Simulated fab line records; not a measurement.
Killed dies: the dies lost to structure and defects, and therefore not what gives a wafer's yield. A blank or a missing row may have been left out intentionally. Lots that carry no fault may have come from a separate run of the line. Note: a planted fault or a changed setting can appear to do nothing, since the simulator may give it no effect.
fab line records    flow gf180mcu
[record] lots = 24  wafers = 72  last-day = 34
route steps=602 shown M1@332 V3@432 V4@481 M5@534 V5@561
lots untouched by any fault: they come from a run of this same line in which no faults occurred
start-h: start of the lot's first displayed wafer, in hours after the record's first day    wait-h: hours since the lot's step before    " unchanged from the row above    L1.1+2: several wafers, shown together as one row    - no value present, or no start provided    * or withheld: withheld    < > ~ a bound
route shown NAME@n: NAME is a module with steps in the file, n the number in the route of the first one    usual: average and standard deviation across the fault-free wafers    same: alike in all rows    chamber/n: place in a boat    sites: readings site by site    _std_site: their standard deviation    _edge_site: mean of outer sites minus mean of inner sites    radius-mm: how far each site lies from the wafer's centre    mask NAME#n: copy n    behind: the tool/chamber that last shaped the wafer    hold: the reason the lot was held/the length of the hold in hours/how it ended    device: which transistor (n, p or np) failed to switch    end of line: the tests these same wafers got at the end of their route    a step given without rows: its recipe and nothing more    killed: the dies lost at the first sort to structure and to defects; this is not the yield of the wafer    map: shows each die of a wafer: x if killed, . if not, _ if none is there
set.NAME: the setting as run; set.NAME@STEP: as run at that earlier step    model.NAME: the simulator's own value behind a step, which no gauge read
one table for each step of the route and one row for each wafer, over a sample of lots
services: when a tool's chamber went out of use (start-h, in hours from the record's first day, below 0 if earlier), for how many hours, and the reason
[[steps]]
[step GF_M1_STRIP_17]
[recipe] chemistry = O2/N2  power-w = 1400  pressure-mtorr = 1500  platen-temp-c = 250  o2-flow-sccm = 3043  n2-flow-sccm = 300  overash-fraction = 0.5
[usual] drypump-motor-current-A = 5.5/0.42  heater-power-w = 331/43  oes-product-au = 0.539/0.0053  strip-time-to-endpoint-s = 7.41/0.045
lot.wafer  tool             chamber  start-h  wait-h  drypump-motor-current-A  heater-power-w  oes-product-au  rf-hours-counter-h  strip-time-to-endpoint-s
L074.1     plasma-asher-01  0        395.14   0.1     5.0                      295             0.546           72                  7.40
L074.3     "                1        "        "       5.4                      313             0.542           -                   7.39
L074.5     "                1        "        "       5.4                      303             0.527           -                   7.36
L075.2     plasma-asher-04  1        399.51   0.2     5.6                      316             0.531           58                  7.38
L075.3     "                0        "        "       6.1                      367             0.537           -                   7.42
L075.6     "                1        "        "       5.6                      324             0.534           -                   7.39
L077.2     plasma-asher-02  1        409.13   0.1     5.9                      446             0.544           80                  7.40
L077.3     "                0        "        "       5.9                      331             0.537           -                   7.39
L077.5     "                1        "        "       6.0                      452             0.537           -                   7.36
L076.2     plasma-asher-01  0        411.63   0.1     5.0                      295             0.540           74                  7.47
L076.3     "                0        "        "       5.0                      298             0.540           -                   7.48
L076.5     "                0        "        "       4.9                      295             0.546           -                   7.42
L078.1     plasma-asher-04  0        425.44   0.1     6.1                      384             0.540           60                  7.43
L078.2     "                1        "        "       5.5                      328             0.543           60                  7.36
L078.5     "                0        "        "       6.1                      375             0.547           -                   7.44
L079.3     plasma-asher-01  1        432.63   0.1     5.4                      315             0.534           -                   7.37
L079.5     "                1        "        "       5.4                      313             0.538           -                   7.35
L079.6     "                0        "        "       5.0                      291             0.536           -                   7.42
L080.4     plasma-asher-02  1        444.47   0.1     6.0                      426             0.534           -                   7.29
L080.5     "                0        "        "       6.0                      328             0.531           -                   7.38
L080.6     "                1        "        "       6.0                      428             0.537           -                   7.39
L081.1     plasma-asher-01  0        450.59   0.1     5.0                      308             0.539           79                  7.37
L081.2     "                1        "        "       5.4                      317             0.533           79                  7.41
L081.3     "                1        "        "       5.4                      314             0.544           -                   7.39
L082.2     plasma-asher-04  1        466.72   0.1     5.6                      327             0.547           64                  7.43
L082.3     "                0        "        "       6.1                      374             0.529           -                   7.40
L082.6     "                0        "        "       6.1                      355             0.535           -                   7.41
L083.4     plasma-asher-01  1        475.31   0.1     5.4                      309             0.544           -                   7.48
L083.5     "                0        "        "       5.0                      304             0.540           -                   7.53
L083.6     "                1        "        "       5.4                      317             0.533           -                   7.44
L084.1     plasma-asher-04  1        479.08   0.1     5.5                      328             0.539           66                  7.39
L084.4     "                0        "        "       6.1                      361             0.537           -                   7.39
L084.5     "                0        "        "       6.2                      373             0.536           -                   7.35
L085.1     plasma-asher-01  0        491.01   0.2     5.0                      298             0.537           83                  7.45
L085.4     "                0        "        "       5.0                      302             0.541           -                   7.43
L085.6     "                1        "        "       5.4                      312             0.543           -                   7.41
L086.1     plasma-asher-02  0        499.23   0.1     6.0                      338             0.542           8                   7.44
L086.2     "                1        "        "       6.0                      422             0.530           8                   7.41
L086.3     "                0        "        "       6.0                      335             0.548           -                   7.43
L087.3     plasma-asher-01  0        511.36   0.1     5.0                      297             0.530           -                   7.36
L087.5     "                0        "        "       5.0                      299             0.541           -                   7.46
L087.6     "                1        "        "       5.4                      317             0.534           -                   7.39
L089.2     plasma-asher-01  0        526.68   0.1     5.0                      300             0.544           88                  7.44
L089.4     "                0        "        "       5.0                      291             0.533           -                   7.42
L089.6     "                1        "        "       5.4                      302             0.541           -                   7.44
L088.2     plasma-asher-01  0        527.71   0.1     4.9                      296             0.543           88                  7.51
L088.4     "                1        "        "       5.5                      305             0.541           -                   7.47
L088.5     "                1        "        "       5.4                      313             0.539           -                   7.43
L091.2     plasma-asher-02  0        541.63   0.1     6.0                      334             0.534           13                  7.42
L091.3     "                0        "        "       6.0                      331             0.536           -                   7.41
L091.4     "                1        "        "       5.9                      429             0.545           -                   7.41
L090.1     plasma-asher-01  1        543.38   0.1     5.4                      311             0.524           90                  7.35
L090.2     "                0        "        "       5.0                      302             0.535           90                  7.43
L090.3     "                1        "        "       5.4                      313             0.535           -                   7.41
L092.3     plasma-asher-01  0        553.67   0.1     5.0                      293             0.541           -                   7.46
L092.5     "                0        "        "       5.0                      293             0.545           -                   7.45
L092.6     "                1        "        "       5.4                      313             0.530           -                   7.36
L093.2     plasma-asher-01  0        563.29   0.1     5.0                      306             0.531           92                  7.37
L093.3     "                0        "        "       5.0                      302             0.526           -                   7.37
L093.6     "                1        "        "       5.4                      313             0.537           -                   7.43
L095.1     plasma-asher-01  0        564.86   0.2     4.9                      294             0.547           92                  7.44
L095.3     "                1        "        "       5.5                      307             0.533           -                   7.39
L095.5     "                0        "        "       4.9                      293             0.533           -                   7.35
L094.1     plasma-asher-01  0        567.53   0.1     5.0                      300             0.547           93                  7.47
L094.3     "                1        "        "       5.4                      312             0.534           -                   7.42
L094.5     "                0        "        "       5.0                      298             0.550           -                   7.53
L096.1     plasma-asher-02  0        578.98   0.1     6.0                      331             0.539           17                  7.41
L096.3     "                0        "        "       6.0                      325             0.538           -                   7.37
L096.5     "                1        "        "       6.0                      422             0.542           -                   7.41
L097.2     plasma-asher-02  0        587.38   0.1     6.0                      342             0.541           18                  7.35
L097.3     "                0        "        "       6.0                      338             0.538           -                   7.36
L097.5     "                1        "        "       6.0                      424             0.537           -                   7.40
[step GF_V3_THK_MEAS_03]
[recipe] reads = SiO2_of_V3_CVD_02
[usual] V3_CVD_02_THK = 850/10
lot.wafer  tool           chamber  start-h  wait-h  V3_CVD_02_THK[nm]
L074.1     film-metro-03  -        498.17   0.0     833
L074.3     "              -        "        "       847
L074.5     "              -        "        "       846
L075.2     film-metro-02  -        509.86   0.0     838
L075.3     "              -        "        "       843
L075.6     "              -        "        "       864
L077.2     film-metro-03  -        511.23   0.0     849
L077.3     "              -        "        "       850
L077.5     "              -        "        "       863
L076.2     film-metro-01  -        514.85   0.0     842
L076.3     "              -        "        "       839
L076.5     "              -        "        "       861
L078.1     film-metro-03  -        527.82   0.0     850
L078.2     "              -        "        "       837
L078.5     "              -        "        "       866
L079.3     film-metro-02  -        533.02   0.1     835
L079.5     "              -        "        "       846
L079.6     "              -        "        "       841
L080.4     film-metro-03  -        546.24   0.0     845
L080.5     "              -        "        "       848
L080.6     "              -        "        "       864
L081.1     film-metro-01  -        550.76   0.0     846
L081.2     "              -        "        "       848
L081.3     "              -        "        "       840
L082.2     film-metro-01  -        566.47   0.0     838
L082.3     "              -        "        "       843
L082.6     "              -        "        "       863
L083.4     film-metro-03  -        573.93   0.0     855
L083.5     "              -        "        "       845
L083.6     "              -        "        "       858
L084.1     film-metro-01  -        579.15   0.0     864
L084.4     "              -        "        "       862
L084.5     "              -        "        "       859
L085.1     film-metro-01  -        588.16   0.0     834
L085.4     "              -        "        "       843
L085.6     "              -        "        "       847
L086.1     film-metro-03  -        596.39   0.0     837
L086.2     "              -        "        "       850
L086.3     "              -        "        "       856
L087.3     film-metro-01  -        607.17   0.1     847
L087.5     "              -        "        "       842
L087.6     "              -        "        "       848
L089.2     film-metro-01  -        620.60   0.0     863
L089.4     "              -        "        "       872
L089.6     "              -        "        "       871
L088.2     film-metro-01  -        621.94   0.0     847
L088.4     "              -        "        "       854
L088.5     "              -        "        "       863
L091.2     film-metro-02  -        634.80   0.0     841
L091.3     "              -        "        "       846
L091.4     "              -        "        "       848
L090.1     film-metro-03  -        636.75   0.0     844
L090.2     "              -        "        "       840
L090.3     "              -        "        "       851
L092.3     film-metro-03  -        646.33   0.1     850
L092.5     "              -        "        "       864
L092.6     "              -        "        "       853
L093.2     film-metro-03  -        654.17   0.0     837
L093.3     "              -        "        "       851
L093.6     "              -        "        "       857
L095.1     film-metro-03  -        656.64   0.0     855
L095.3     "              -        "        "       849
L095.5     "              -        "        "       864
L094.1     film-metro-03  -        657.57   0.0     839
L094.3     "              -        "        "       852
L094.5     "              -        "        "       851
L096.1     film-metro-01  -        667.67   0.0     841
L096.3     "              -        "        "       836
L096.5     "              -        "        "       849
L097.2     film-metro-01  -        675.98   0.0     842
L097.3     "              -        "        "       834
L097.5     "              -        "        "       860
[step GF_V4_BOW_MEAS_05]
[recipe] mode = bow
[usual] V4_BOW = 136/8.9
lot.wafer  tool           chamber  start-h  wait-h  V4_BOW[um]
L074.1     film-metro-04  -        547.53   0.1     127
L074.3     "              -        "        "       126
L074.5     "              -        "        "       134
L075.2     film-metro-02  -        558.19   0.3     146
L075.3     "              -        "        "       132
L075.6     "              -        "        "       144
L077.2     film-metro-02  -        559.89   0.2     133
L077.3     "              -        "        "       136
L077.5     "              -        "        "       142
L076.2     film-metro-02  -        564.06   0.2     144
L076.3     "              -        "        "       147
L076.5     "              -        "        "       146
L078.1     film-metro-01  -        576.19   0.1     138
L078.2     "              -        "        "       147
L078.5     "              -        "        "       139
L079.3     film-metro-01  -        581.50   0.2     133
L079.5     "              -        "        "       146
L079.6     "              -        "        "       130
L080.4     film-metro-02  -        594.44   0.2     141
L080.5     "              -        "        "       150
L080.6     "              -        "        "       134
L081.1     film-metro-04  -        597.80   0.2     145
L081.2     "              -        "        "       157
L081.3     "              -        "        "       158
L082.2     film-metro-01  -        612.83   0.2     148
L082.3     "              -        "        "       146
L082.6     "              -        "        "       155
L083.4     film-metro-01  -        619.99   0.2     141
L083.5     "              -        "        "       146
L083.6     "              -        "        "       143
L084.1     film-metro-02  -        625.38   0.1     132
L084.4     "              -        "        "       128
L084.5     "              -        "        "       125
L085.1     film-metro-04  -        634.05   0.2     144
L085.4     "              -        "        "       132
L085.6     "              -        "        "       138
L086.1     film-metro-01  -        640.52   0.2     149
L086.2     "              -        "        "       148
L086.3     "              -        "        "       143
L087.3     film-metro-02  -        651.43   0.2     146
L087.5     "              -        "        "       146
L087.6     "              -        "        "       135
L089.2     film-metro-02  -        664.20   0.3     132
L089.4     "              -        "        "       131
L089.6     "              -        "        "       130
L088.2     film-metro-04  -        665.95   0.2     142
L088.4     "              -        "        "       141
L088.5     "              -        "        "       139
L091.2     film-metro-04  -        677.65   0.2     138
L091.3     "              -        "        "       128
L091.4     "              -        "        "       136
L090.1     film-metro-01  -        679.17   0.2     136
L090.2     "              -        "        "       139
L090.3     "              -        "        "       121
L092.3     film-metro-01  -        688.46   0.2     138
L092.5     "              -        "        "       127
L092.6     "              -        "        "       130
L093.2     film-metro-04  -        695.23   0.3     114
L093.3     "              -        "        "       132
L093.6     "              -        "        "       127
L095.1     film-metro-04  -        698.38   0.1     131
L095.3     "              -        "        "       126
L095.5     "              -        "        "       134
L094.1     film-metro-02  -        699.77   0.2     130
L094.3     "              -        "        "       134
L094.5     "              -        "        "       138
L096.1     film-metro-02  -        708.73   0.1     129
L096.3     "              -        "        "       130
L096.5     "              -        "        "       119
L097.2     film-metro-02  -        716.29   0.1     139
L097.3     "              -        "        "       134
L097.5     "              -        "        "       136
[step GF_V4_OVL_MEAS_15]
[usual] V4_OVL = -1/5.6
lot.wafer  tool        chamber  start-h  wait-h  V4_OVL[nm]
L074.1     overlay-02  -        570.17   0.1     4
L074.3     "           -        "        "       5
L074.5     "           -        "        "       6
L075.2     overlay-01  -        580.67   0.1     3
L075.3     "           -        "        "       -7
L075.6     "           -        "        "       3
L077.2     overlay-02  -        582.08   0.1     1
L077.3     "           -        "        "       -3
L077.5     "           -        "        "       2
L076.2     overlay-02  -        585.82   0.1     2
L076.3     "           -        "        "       4
L076.5     "           -        "        "       2
L078.1     overlay-02  -        597.52   0.1     -1
L078.2     "           -        "        "       -5
L078.5     "           -        "        "       0
L079.3     overlay-01  -        602.88   0.1     8
L079.5     "           -        "        "       9
L079.6     "           -        "        "       4
L080.4     overlay-02  -        615.79   0.1     -5
L080.5     "           -        "        "       2
L080.6     "           -        "        "       -3
L081.1     overlay-01  -        618.57   0.1     -6
L081.2     "           -        "        "       2
L081.3     "           -        "        "       3
L082.2     overlay-02  -        633.78   0.1     5
L082.3     "           -        "        "       -1
L082.6     "           -        "        "       6
L083.4     overlay-01  -        640.44   0.1     2
L083.5     "           -        "        "       -6
L083.6     "           -        "        "       6
L084.1     overlay-01  -        645.67   0.1     -6
L084.4     "           -        "        "       -7
L084.5     "           -        "        "       -5
L085.1     overlay-02  -        654.72   0.1     6
L085.4     "           -        "        "       4
L085.6     "           -        "        "       3
L086.1     overlay-02  -        661.01   0.1     -6
L086.2     "           -        "        "       -12
L086.3     "           -        "        "       -10
L087.3     overlay-01  -        671.68   0.1     -4
L087.5     "           -        "        "       2
L087.6     "           -        "        "       0
L089.2     overlay-01  -        683.53   0.1     -1
L089.4     "           -        "        "       -3
L089.6     "           -        "        "       -7
L088.2     overlay-01  -        685.57   0.1     -13
L088.4     "           -        "        "       -3
L088.5     "           -        "        "       -2
L091.2     overlay-01  -        696.79   0.1     -2
L091.3     "           -        "        "       -4
L091.4     "           -        "        "       -3
L090.1     overlay-01  -        698.66   0.1     -6
L090.2     "           -        "        "       -5
L090.3     "           -        "        "       -1
L092.3     overlay-02  -        707.38   0.1     -4
L092.5     "           -        "        "       -3
L092.6     "           -        "        "       -11
L093.2     overlay-02  -        713.48   0.1     0
L093.3     "           -        "        "       5
L093.6     "           -        "        "       5
L095.1     overlay-01  -        716.26   0.1     -7
L095.3     "           -        "        "       5
L095.5     "           -        "        "       -1
L094.1     overlay-01  -        718.17   0.1     2
L094.3     "           -        "        "       -2
L094.5     "           -        "        "       4
L096.1     overlay-02  -        727.12   0.1     17
L096.3     "           -        "        "       11
L096.5     "           -        "        "       11
L097.2     overlay-01  -        733.59   0.1     -14
L097.3     "           -        "        "       -1
L097.5     "           -        "        "       -8
[step GF_M5_OVL_MEAS_08]
[usual] M5_OVL = -6/4.1
lot.wafer  tool        chamber  start-h  wait-h  M5_OVL[nm]
L074.1     overlay-02  -        616.12   0.1     -13
L074.3     "           -        "        "       -4
L074.5     "           -        "        "       -8
L075.2     overlay-02  -        625.23   0.1     -9
L075.3     "           -        "        "       -7
L075.6     "           -        "        "       -3
L077.2     overlay-01  -        625.88   0.1     -4
L077.3     "           -        "        "       -4
L077.5     "           -        "        "       -6
L076.2     overlay-01  -        629.83   0.1     -8
L076.3     "           -        "        "       -7
L076.5     "           -        "        "       -11
L078.1     overlay-01  -        640.92   0.1     -9
L078.2     "           -        "        "       -7
L078.5     "           -        "        "       -16
L079.3     overlay-02  -        646.33   0.1     -4
L079.5     "           -        "        "       -5
L079.6     "           -        "        "       -3
L080.4     overlay-02  -        658.63   0.1     -4
L080.5     "           -        "        "       -4
L080.6     "           -        "        "       -8
L081.1     overlay-01  -        662.07   0.1     3
L081.2     "           -        "        "       -4
L081.3     "           -        "        "       -4
L082.2     overlay-01  -        675.68   0.1     -7
L082.3     "           -        "        "       -8
L082.6     "           -        "        "       -6
L083.4     overlay-02  -        682.24   0.1     -6
L083.5     "           -        "        "       3
L083.6     "           -        "        "       -5
L084.1     overlay-02  -        686.33   0.1     -2
L084.4     "           -        "        "       -6
L084.5     "           -        "        "       -7
L085.1     overlay-02  -        695.76   0.1     -4
L085.4     "           -        "        "       1
L085.6     "           -        "        "       -4
L086.1     overlay-01  -        701.64   0.1     -9
L086.2     "           -        "        "       -10
L086.3     "           -        "        "       -7
L087.3     overlay-02  -        711.18   0.1     -12
L087.5     "           -        "        "       -6
L087.6     "           -        "        "       -4
L089.2     overlay-01  -        722.02   0.1     -11
L089.4     "           -        "        "       -11
L089.6     "           -        "        "       -11
L088.2     overlay-02  -        723.83   0.1     -4
L088.4     "           -        "        "       -3
L088.5     "           -        "        "       -9
L091.2     overlay-02  -        733.29   0.1     -6
L091.3     "           -        "        "       -2
L091.4     "           -        "        "       -14
L090.1     overlay-01  -        734.92   0.1     -3
L090.2     "           -        "        "       -3
L090.3     "           -        "        "       -12
L092.3     overlay-02  -        744.78   0.1     5
L092.5     "           -        "        "       4
L092.6     "           -        "        "       0
L093.2     overlay-01  -        749.77   0.1     -5
L093.3     "           -        "        "       -4
L093.6     "           -        "        "       -13
L095.1     overlay-02  -        752.42   0.1     -7
L095.3     "           -        "        "       -2
L095.5     "           -        "        "       -2
L094.1     overlay-02  -        754.61   0.1     3
L094.3     "           -        "        "       -2
L094.5     "           -        "        "       -1
L096.1     overlay-02  -        762.57   0.1     -6
L096.3     "           -        "        "       -9
L096.5     "           -        "        "       -8
L097.2     overlay-02  -        769.12   0.1     -5
L097.3     "           -        "        "       -1
L097.5     "           -        "        "       -5
[step GF_V5_SPUTTER_21]
[recipe] material = Ti  target-thk-nm = 15  chamber-pressure-pa = 5  power-w = 2500  substrate-temp-c = 200  time-s = 80.02
[usual] throttle-valve-pct = 29.5/1.1
[same] time-s = 80.02
lot.wafer  tool            chamber  start-h  wait-h  throttle-valve-pct
L074.1     pvd-sputter-04  -        639.08   0.0     29.7
L074.3     "               -        "        "       28.0
L074.5     "               -        "        "       28.9
L075.2     pvd-sputter-01  -        647.43   0.0     28.1
L075.3     "               -        "        "       29.2
L075.6     "               -        "        "       28.1
L077.2     pvd-sputter-04  -        648.71   0.0     29.3
L077.3     "               -        "        "       29.1
L077.5     "               -        "        "       28.9
L076.2     pvd-sputter-04  -        653.03   0.0     29.2
L076.3     "               -        "        "       29.4
L076.5     "               -        "        "       29.3
L078.1     pvd-sputter-01  -        663.43   0.0     31.6
L078.2     "               -        "        "       29.1
L078.5     "               -        "        "       30.9
L079.3     pvd-sputter-03  -        667.88   0.0     29.7
L079.5     "               -        "        "       29.9
L079.6     "               -        "        "       28.9
L080.4     pvd-sputter-04  -        680.07   0.0     29.5
L080.5     "               -        "        "       28.9
L080.6     "               -        "        "       29.3
L081.1     pvd-sputter-03  -        683.31   0.0     30.1
L081.2     "               -        "        "       29.5
L081.3     "               -        "        "       29.9
L082.2     pvd-sputter-04  -        697.39   0.0     29.4
L082.3     "               -        "        "       28.4
L082.6     "               -        "        "       28.3
L083.4     pvd-sputter-01  -        703.56   0.0     30.8
L083.5     "               -        "        "       30.9
L083.6     "               -        "        "       28.2
L084.1     pvd-sputter-01  -        707.23   0.0     30.6
L084.4     "               -        "        "       31.8
L084.5     "               -        "        "       31.6
L085.1     pvd-sputter-01  -        716.19   0.0     29.2
L085.4     "               -        "        "       30.7
L085.6     "               -        "        "       31.5
L086.1     pvd-sputter-01  -        721.59   0.0     28.0
L086.2     "               -        "        "       28.9
L086.3     "               -        "        "       31.6
L087.3     pvd-sputter-03  -        730.56   0.0     29.8
L087.5     "               -        "        "       28.7
L087.6     "               -        "        "       30.0
L089.2     pvd-sputter-03  -        741.53   0.0     29.8
L089.4     "               -        "        "       29.8
L089.6     "               -        "        "       28.7
L088.2     pvd-sputter-04  -        743.16   0.0     28.1
L088.4     "               -        "        "       29.6
L088.5     "               -        "        "       29.4
L091.2     pvd-sputter-03  -        752.03   0.0     29.7
L091.3     "               -        "        "       29.8
L091.4     "               -        "        "       30.1
L090.1     pvd-sputter-04  -        753.63   0.0     29.1
L090.2     "               -        "        "       29.3
L090.3     "               -        "        "       29.5
L092.3     pvd-sputter-01  -        764.02   0.0     29.0
L092.5     "               -        "        "       31.6
L092.6     "               -        "        "       29.0
L093.2     pvd-sputter-04  -        768.32   0.0     29.0
L093.3     "               -        "        "       28.7
L093.6     "               -        "        "       29.6
L095.1     pvd-sputter-01  -        770.93   0.0     30.7
L095.3     "               -        "        "       28.2
L095.5     "               -        "        "       30.8
L094.1     pvd-sputter-01  -        772.64   0.0     28.2
L094.3     "               -        "        "       29.0
L094.5     "               -        "        "       29.0
L096.1     pvd-sputter-01  -        780.91   0.0     30.7
L096.3     "               -        "        "       31.6
L096.5     "               -        "        "       30.6
L097.2     pvd-sputter-03  -        786.17   0.0     28.6
L097.3     "               -        "        "       29.6
L097.5     "               -        "        "       30.0
[[services]]
tool             chamber  start-h  hours  kind
pvd-sputter-01   -        385.18   3.0    repair
plasma-asher-02  -        421.25   9.0    pm
pvd-sputter-03   -        426.14   1.5    repair
pvd-sputter-01   -        457.89   2.2    repair
pvd-sputter-04   -        465.46   0.9    repair
plasma-asher-04  -        490.99   10.5   repair
pvd-sputter-01   -        497.32   1.1    repair
plasma-asher-04  -        497.71   1.2    repair
pvd-sputter-04   -        531.92   3.7    repair
pvd-sputter-01   -        580.42   7.6    repair
plasma-asher-02  -        588.00   2.2    repair
pvd-sputter-03   -        599.17   2.7    repair
pvd-sputter-01   -        690.27   3.1    repair
pvd-sputter-01   -        712.98   2.2    repair
pvd-sputter-04   -        716.38   0.7    repair
pvd-sputter-01   -        722.39   36.2   repair
plasma-asher-01  -        733.75   9.0    pm
plasma-asher-01  0        733.75   9.0    vent-cycle
plasma-asher-01  1        733.75   9.0    vent-cycle
plasma-asher-01  0        742.75   -      clean
plasma-asher-01  1        742.75   -      clean
plasma-asher-01  -        775.37   2.8    pm
pvd-sputter-04   -        782.63   7.4    repair
pvd-sputter-01   -        783.51   6.0    repair
[[key]]
fault none
